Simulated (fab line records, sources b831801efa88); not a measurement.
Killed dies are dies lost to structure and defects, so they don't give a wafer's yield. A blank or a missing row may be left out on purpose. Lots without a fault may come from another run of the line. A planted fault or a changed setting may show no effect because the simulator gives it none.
Which tool did it? | flow sky130 | 13 lots, 36 wafers sampled, at 4 steps of a route of 708

WHAT THE GAUGES READ, wafer by wafer
SKY_DNWELL_TW_MEAS_09. Usual: DNWELL_TW 1111, standard deviation 7.9.
lot  | measured    | on            | DNWELL_TW      | flag
L450 | day 3 14:20 | film_metro-03 | 1109 1099 1107 |
L449 | day 3 14:24 | film_metro-03 | 1108 1111 1107 |
L453 | day 4 03:26 | film_metro-03 | 1102 1103 1103 |
L454 | day 4 03:59 | film_metro-02 | 1100 1102 1102 |
L455 | day 4 14:24 | film_metro-02 | 1098 1104 1098 |
L456 | day 4 21:53 | film_metro-04 | 1103 1110 1109 |
L459 | day 5 11:05 | film_metro-02 | 518 1094       | OFF
L461 | day 5 20:38 | film_metro-02 | 515 1116       | OFF
L462 | day 6 03:14 | film_metro-02 | 516 508        | OFF
L463 | day 6 07:01 | film_metro-03 | 1121 1118 1123 |
L466 | day 6 23:07 | film_metro-03 | 1125 1130 1122 |
L467 | day 7 02:35 | film_metro-02 | 1106 1103 1105 |
L472 | day 8 05:16 | film_metro-03 | 1126 1120 1122 |

SKY_NWELL_OVL_MEAS_23. Usual: NWELL_01_OVL 0.4 nm, standard deviation 1.4.
lot  | measured     | on         | NWELL_01_OVL (nm) | flag
L450 | day 5 18:18  | overlay-02 | 2.1 0.5 -1.0      |
L449 | day 5 18:39  | overlay-01 | 0.1 1.1 0.4       |
L453 | day 6 08:30  | overlay-02 | -2.2 -1.0 -3.1    |
L454 | day 6 09:15  | overlay-01 | -1.9 -0.3 0.1     |
L455 | day 6 21:12  | overlay-01 | 0.0 -0.3 1.7      |
L456 | day 7 05:42  | overlay-02 | -0.5 2.1 0.2      |
L459 | day 7 20:32  | overlay-02 | -0.1 0.4          |
L461 | day 8 07:20  | overlay-02 | 2.7 3.2           |
L462 | day 8 13:44  | overlay-02 | 0.6 0.3           |
L463 | day 8 18:36  | overlay-02 | 0.6 1.9 1.2       |
L466 | day 9 12:48  | overlay-01 | 0.6 1.9 0.4       |
L467 | day 9 17:38  | overlay-01 | 0.1 2.5 2.5       |
L472 | day 10 23:56 | overlay-02 | 1.0 -1.9 1.8      |

WHICH TOOL RAN EACH LOT (tool, then ch and the chambers of the sampled wafers, then the start)
lot  | SKY_DNWELL_DEVELOP_06            | SKY_DNWELL_STRIP_08
L450 | litho_track-01 ch 0, day 3 13:00 | plasma_asher-01 ch 0,1, day 3 14:14
L449 | litho_track-04 ch 0, day 3 13:00 | plasma_asher-04 ch 0,1, day 3 14:19
L453 | litho_track-04 ch 0, day 4 03:00 | plasma_asher-01 ch 0,1, day 4 03:20
L454 | litho_track-01 ch 0, day 4 03:00 | plasma_asher-01 ch 0,1, day 4 03:53
L455 | litho_track-02 ch 0, day 4 14:00 | plasma_asher-03 ch 0,1, day 4 14:17
L456 | litho_track-02 ch 0, day 4 21:00 | plasma_asher-01 ch 0,1, day 4 21:47
L459 | litho_track-01 ch 0, day 5 10:00 | plasma_asher-01 ch 0, day 5 10:59
L461 | litho_track-01 ch 0, day 5 20:00 | plasma_asher-03 ch 1, day 5 20:32
L462 | litho_track-01 ch 0, day 6 02:00 | plasma_asher-01 ch 0,1, day 6 03:08
L463 | litho_track-04 ch 0, day 6 06:00 | plasma_asher-04 ch 0,1, day 6 06:55
L466 | litho_track-04 ch 0, day 6 22:00 | plasma_asher-04 ch 0, day 6 23:01
L467 | litho_track-02 ch 0, day 7 02:00 | plasma_asher-03 ch 0,1, day 7 02:29
L472 | litho_track-04 ch 0, day 8 04:00 | plasma_asher-01 ch 0,1, day 8 05:10
- SKY_DNWELL_DEVELOP_06: develop time 60 s.
- SKY_DNWELL_STRIP_08: strips in O2/N2.

WHAT THE TOOLS THEMSELVES READ (means of the sampled wafers that have a number; where no wafer has one, the mark that the record gives instead)
SKY_DNWELL_STRIP_08. Usual: chamber_pressure_mTorr 1500.0 mTorr, standard deviation 1.3; drypump_motor_current_A 5.95 A, standard deviation 0.25; o2_flow_sccm 2999 sccm, standard deviation 8.3; oes_product_au 0.723 a.u., standard deviation 0.0044; strip_time_to_endpoint_s 36.99 s, standard deviation 0.11.
lot  | tool            | chamber_pressure_mTorr (mTorr) | drypump_motor_current_A (A) | o2_flow_sccm (sccm) | oes_product_au (a.u.) | strip_time_to_endpoint_s (s) | flag
L450 | plasma_asher-01 | 1500.5                         | 6.01                        | 3000                | 0.724                 | 36.81                        |
L449 | plasma_asher-04 | 1499.3                         | 5.83                        | 3008                | 0.721                 | 37.13                        |
L453 | plasma_asher-01 | 1499.8                         | 6.01                        | 3003                | 0.724                 | 36.93                        |
L454 | plasma_asher-01 | 1499.6                         | 6.02                        | 2991                | 0.721                 | 36.86                        |
L455 | plasma_asher-03 | 1500.4                         | 5.82                        | 3000                | 0.720                 | 36.91                        |
L456 | plasma_asher-01 | 1500.8                         | 6.11                        | 2993                | 0.725                 | 36.95                        |
L459 | plasma_asher-01 | 1498.8                         | 5.90                        | 3006                | 0.724                 | 36.91                        |
L461 | plasma_asher-03 | 1500.0                         | 5.31                        | 2988                | 0.722                 | 37.03                        |
L462 | plasma_asher-01 | 1500.4                         | 6.07                        | 3008                | 0.724                 | 37.09                        |
L463 | plasma_asher-04 | 1501.0                         | 5.85                        | 2995                | 0.721                 | 36.91                        |
L466 | plasma_asher-04 | 1500.6                         | 5.76                        | 3004                | 0.720                 | 37.12                        |
L467 | plasma_asher-03 | 1499.4                         | 5.57                        | 3000                | 0.722                 | 37.08                        |
L472 | plasma_asher-01 | 1500.4                         | 6.01                        | 2998                | 0.721                 | 37.15                        |

THE ANSWER, worked out from the rows above alone
Rule: a lot is off if the mean of its wafers that have a number lies more than 3 standard deviations from the usual mean. A lot without any number at a reading at which 4 lots or more have one is off too. The other lots that the step has rows for count as sound. The gauges are gone through in route order, then the tools' own readings, and for those a lot's mean is taken as printed above. The first step at which some lot is off is used, and at that step the reading that is off furthest; a lot without a number counts as furthest.
Off: L459, L461, L462, at SKY_DNWELL_TW_MEAS_09 (DNWELL_TW).
A tool fits if, at a process step before that reading, it ran every lot that is off, and no sound lot after the first of them. The gauges at SKY_DNWELL_TW_MEAS_09 are tried like those tools. One fits: litho_track-01 at SKY_DNWELL_DEVELOP_06. Its last sound lot is L454 (day 4 03:00), its first lot that is off L459 (day 5 10:00): a fault that began between those two fits.

WHAT THE SIMULATOR HAD PUT IN
Process parameter drift: litho_track-01, from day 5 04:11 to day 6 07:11, at SKY_DNWELL_DEVELOP_06. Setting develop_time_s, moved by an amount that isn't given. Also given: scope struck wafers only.
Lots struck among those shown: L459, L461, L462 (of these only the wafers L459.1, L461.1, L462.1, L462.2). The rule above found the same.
